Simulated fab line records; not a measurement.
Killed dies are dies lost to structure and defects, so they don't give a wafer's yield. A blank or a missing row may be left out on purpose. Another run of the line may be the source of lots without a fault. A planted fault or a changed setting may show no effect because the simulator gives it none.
fab line records    flow sky130    part 2 of 2: steps 27 to 36 of 36
record lots=5  wafers=15  lastDay=50
route steps=708 shown METAL3@556 VIA3@573
lots untouched by any fault: they come from a run of this same line in which no faults occurred
startH: start of the lot's first displayed wafer, in hours after the record's first day    waitH: hours elapsed since this lot's preceding step    " unchanged from the row above    L1.1+2: several wafers, shown together as one row    - no value, or no start was given    * or withheld: withheld    < > ~ a bound
route shown NAME@n: a module of which the file shows steps, and the number in the route of the first    usual: mean and standard deviation over wafers with no fault    same: alike in all rows    chamber/n: place in a boat    sites: per-site readings    _std_site: the values' standard deviation    _edge_site: outer sites' mean less inner sites'    radiusMm: how far each site lies from the wafer's centre    mask NAME#n: copy n    behind: the last tool/chamber to shape the wafer    hold: what put the lot on hold/how long, in hours/how the hold closed    device: the transistor (n, p or np) that didn't switch    end of line: the tests these same wafers got at the end of their route    a step given without rows: its recipe and nothing more    killed: at the first sort, the dies lost to defects and structure; wafer yield is something else    map: dies across one wafer; x = killed, . = not, _ = none there
set.NAME: the setting that was run; set.NAME@STEP: the one run at that earlier step    model.NAME: the simulator's own value behind a step, which no gauge read
lots at selected steps of the route; one table per step, one row per wafer
services: from which hour (startH, from the record's first day; less than 0 if before it) a tool's chamber was out of use, for how many hours, and why
## steps
# step SKY_VIA3_EXPOSE_09
# recipe maskId=VIM3  na=0.8  sourceShape=annular  sigmaInner=0.55  sigmaOuter=0.85  targetCdNm=200  doseMj=38
lot.wafer   tool           chamber  startH  waitH  mask
L074.2+3+4  krfScanner-01  0        -       -      VIM3#0
L078.2+5+6  krfScanner-02  0        -       -      VIM3#0
L088.1+2+6  krfScanner-01  0        -       -      VIM3#0
L092.1+2+6  krfScanner-01  0        -       -      VIM3#0
L097.1+2+4  krfScanner-02  0        -       -      VIM3#0
# step SKY_VIA3_PEB_10
# recipe pebTempC=withheld  pebTimeS=withheld  resist=KrF-thick
# usual chillPlateTempC=*
lot.wafer  tool           chamber  startH  waitH  chillPlateTempC
L074.2     lithoTrack-01  0        -       -      *
L074.3     "              0        "       "      *
L074.4     "              0        "       "      *
L078.2     lithoTrack-01  0        -       -      *
L078.5     "              0        "       "      *
L078.6     "              0        "       "      *
L088.1     lithoTrack-04  0        -       -      *
L088.2     "              0        "       "      *
L088.6     "              0        "       "      *
L092.1     lithoTrack-04  0        -       -      *
L092.2     "              0        "       "      *
L092.6     "              0        "       "      *
L097.1     lithoTrack-04  0        -       -      *
L097.2     "              0        "       "      *
L097.4     "              0        "       "      *
# step SKY_VIA3_DEVELOP_11
# recipe developTimeS=60  resist=KrF-thick  devTempC=21
# usual chillPlateTempC=23.01/0.1
# same developTimeS=60
lot.wafer  tool           chamber  startH  waitH  chillPlateTempC
L074.2     lithoTrack-01  0        -       -      22.99
L074.3     "              0        "       "      22.94
L074.4     "              0        "       "      22.98
L078.2     lithoTrack-01  0        -       -      22.94
L078.5     "              0        "       "      22.90
L078.6     "              0        "       "      23.10
L088.1     lithoTrack-04  0        -       -      23.07
L088.2     "              0        "       "      22.96
L088.6     "              0        "       "      22.99
L092.1     lithoTrack-04  0        -       -      23.21
L092.2     "              0        "       "      23.14
L092.6     "              0        "       "      23.08
L097.1     lithoTrack-04  0        -       -      22.90
L097.2     "              0        "       "      23.16
L097.4     "              0        "       "      23.12
# step SKY_VIA3_CD_MEAS_12
# recipe targetCdNm=200
# usual cdNm=200.1/1.3
lot.wafer  tool      chamber  startH   waitH  cdNm
L074.2     cdSem-01  -        931.41   -      199.9
L074.3     "         -        "        "      200.8
L074.4     "         -        "        "      200.1
L078.2     cdSem-02  -        958.16   -      202.4
L078.5     "         -        "        "      201.5
L078.6     "         -        "        "      199.5
L088.1     cdSem-02  -        1027.28  -      197.0
L088.2     "         -        "        "      197.3
L088.6     "         -        "        "      197.5
L092.1     cdSem-01  -        1066.93  -      197.9
L092.2     "         -        "        "      198.1
L092.6     "         -        "        "      199.4
L097.1     cdSem-01  -        1084.03  -      198.0
L097.2     "         -        "        "      198.1
L097.4     "         -        "        "      198.8
# step SKY_VIA3_OVL_MEAS_13
# usual VIA3_OVL=-4/6.8
lot.wafer  tool        chamber  startH   waitH  VIA3_OVL[nm]
L074.2     overlay-01  -        931.52   0.1    -2
L074.3     "           -        "        "      -7
L074.4     "           -        "        "      -12
L078.2     overlay-01  -        958.27   0.1    -5
L078.5     "           -        "        "      -13
L078.6     "           -        "        "      -12
L088.1     overlay-02  -        1027.40  0.1    -6
L088.2     "           -        "        "      -4
L088.6     "           -        "        "      -1
L092.1     overlay-01  -        1067.05  0.1    -3
L092.2     "           -        "        "      -1
L092.6     "           -        "        "      -2
L097.1     overlay-01  -        1084.15  0.1    1
L097.2     "           -        "        "      1
L097.4     "           -        "        "      -3
# step SKY_VIA3_ETCH_14
# recipe chemistry=N2/H2  target=BARC  ionEnergyEv=200  sourceW=500  biasW=100  pressureMtorr=30  n2FlowSccm=100  h2FlowSccm=200  stopOn=SiO2  timeS=45.9  targetDepthA=600
# usual drypumpMotorCurrentA=5.5/0.36  oesProductAu=0.855/0.0047  throttleValvePct=13.222/0.0091
lot.wafer  tool        chamber  startH   waitH  drypumpMotorCurrentA  oesProductAu  rfHoursCounterH  throttleValvePct
L074.2     rieDiel-02  3        931.59   0.1    5.1                   0.860         26               13.235
L074.3     "           2        "        "      5.9                   0.857         26               13.218
L074.4     "           3        "        "      5.1                   0.859         -                13.226
L078.2     rieDiel-03  2        958.30   0.0    5.1                   0.852         9                13.217
L078.5     "           2        "        "      5.1                   0.852         -                13.220
L078.6     "           1        "        "      5.4                   0.864         -                13.222
L088.1     rieDiel-03  2        1027.44  0.0    5.1                   0.852         11               13.219
L088.2     "           1        "        "      5.4                   0.857         13               13.209
L088.6     "           0        "        "      5.2                   0.855         -                13.223
L092.1     rieDiel-02  1        1067.09  0.0    6.0                   0.853         24               13.224
L092.2     "           0        "        "      6.0                   0.861         31               13.212
L092.6     "           1        "        "      6.0                   0.858         -                13.229
L097.1     rieDiel-02  0        1084.19  0.0    5.9                   0.856         32               13.227
L097.2     "           3        "        "      5.1                   0.846         1                13.232
L097.4     "           3        "        "      5.1                   0.850         -                13.224
# step SKY_VIA3_ETCH_15
# recipe target=SiO2  chemistry=C4F8/O2/Ar  targetDepthNm=507  stopOn=TiN  maskMaterial=KrF-thick  sourceW=1500  biasW=1200  pressureMtorr=40  c4f8FlowSccm=withheld  O2_flow_sccm=6  Ar_flow_sccm=300  timeS=78
# usual oesProductAu=0.946/0.0052
lot.wafer  tool        chamber  startH   waitH  oesProductAu  rfHoursCounterH
L074.2     rieDiel-02  3        931.63   0.0    0.956         26
L074.3     "           2        "        "      0.945         26
L074.4     "           3        "        "      0.949         -
L078.2     rieDiel-03  2        958.34   0.0    0.940         9
L078.5     "           2        "        "      0.946         -
L078.6     "           1        "        "      0.945         -
L088.1     rieDiel-03  2        1027.48  0.0    0.941         11
L088.2     "           1        "        "      0.940         13
L088.6     "           0        "        "      0.947         -
L092.1     rieDiel-02  1        1067.13  0.0    0.948         24
L092.2     "           0        "        "      0.940         31
L092.6     "           1        "        "      0.949         -
L097.1     rieDiel-02  0        1084.23  0.0    0.949         32
L097.2     "           3        "        "      0.936         1
L097.4     "           3        "        "      0.945         -
# step SKY_VIA3_STRIP_16
# recipe chemistry=O2/N2  powerW=1400  pressureMtorr=1500  platenTempC=withheld  o2FlowSccm=3000  n2FlowSccm=300  overashFraction=0.5
# usual drypumpMotorCurrentA=5.47/0.18  oesProductAu=0.402/0.0042  stripTimeToEndpointS=4.12/0.032
# same overashFraction=0.5
lot.wafer  tool            chamber  startH   waitH  drypumpMotorCurrentA  oesProductAu  rfHoursCounterH  stripTimeToEndpointS
L074.2     plasmaAsher-01  1        931.69   0.0    5.23                  0.408         51               4.16
L074.3     "               1        "        "      5.22                  0.410         -                4.15
L074.4     "               0        "        "      5.46                  0.398         -                4.15
L078.2     plasmaAsher-02  0        958.40   0.0    5.48                  0.399         81               4.11
L078.5     "               0        "        "      5.49                  0.403         -                4.12
L078.6     "               1        "        "      5.55                  0.405         -                4.13
L088.1     plasmaAsher-02  1        1027.54  0.0    5.53                  0.405         87               4.14
L088.2     "               0        "        "      5.52                  0.414         87               4.15
L088.6     "               0        "        "      5.45                  0.397         -                4.06
L092.1     plasmaAsher-01  1        1067.19  0.0    5.21                  0.401         65               4.13
L092.2     "               0        "        "      5.50                  0.413         65               4.16
L092.6     "               0        "        "      5.48                  0.399         -                4.11
L097.1     plasmaAsher-02  0        1084.29  0.0    5.47                  0.400         93               4.16
L097.2     "               1        "        "      5.52                  0.403         93               4.12
L097.4     "               1        "        "      5.52                  0.407         -                4.12
# step SKY_VIA3_STRIP_17
# recipe chemistry=postEtchResidueRemover  timeS=1200  tempC=72.5
lot.wafer   tool         chamber  startH   waitH
L074.2+3+4  wetBench-04  2        931.79   0.1
L078.2+5+6  wetBench-04  3        958.50   0.1
L088.1+2+6  wetBench-04  0        1027.64  0.1
L092.1+2+6  wetBench-03  3        1067.29  0.1
L097.1+2+4  wetBench-04  1        1084.39  0.1
# step SKY_VIA3_CLEAN_18
# recipe chemistry=IPA  timeS=180  tempC=25
lot.wafer   tool         chamber  startH   waitH
L074.2+3+4  wetBench-03  1        932.13   0.0
L078.2+5+6  wetBench-02  0        958.84   0.0
L088.1+2+6  wetBench-03  1        1028.33  0.0
L092.1+2+6  wetBench-04  3        1067.63  0.0
L097.1+2+4  wetBench-02  1        1085.14  0.0
## services
tool            chamber  startH   hours  kind
krfScanner-01   -        880.10   6.0    pm
rieDiel-02      -        884.57   0.9    repair
krfScanner-01   -        887.10   0.8    pm
wetBench-02     -        898.95   1.9    pm
krfScanner-01   -        903.46   2.3    repair
rieDiel-03      -        917.19   15.6   repair
krfScanner-01   -        921.93   1.3    pm
rieDiel-02      1        927.61   12.6   repair
krfScanner-01   -        955.72   1.0    pm
krfScanner-01   -        974.24   0.6    repair
rieDiel-03      -        974.42   0.4    repair
rieDiel-03      3        979.72   1.9    repair
rieDiel-02      0        980.70   2.6    repair
hdpcvd-01       -        987.20   1.2    repair
krfScanner-01   -        997.23   3.4    repair
plasmaAsher-02  -        1002.51  3.8    repair
hdpcvd-01       -        1010.41  2.8    pm
krfScanner-01   -        1020.49  3.6    pm
rieDiel-02      2        1032.95  7.5    repair
hdpcvd-01       -        1038.80  3.2    repair
krfScanner-01   -        1053.86  0.8    pm
plasmaAsher-01  -        1058.63  2.8    pm
wetBench-01     -        1059.10  0.9    repair
rieMetal-01     0        1083.61  14.5   repair
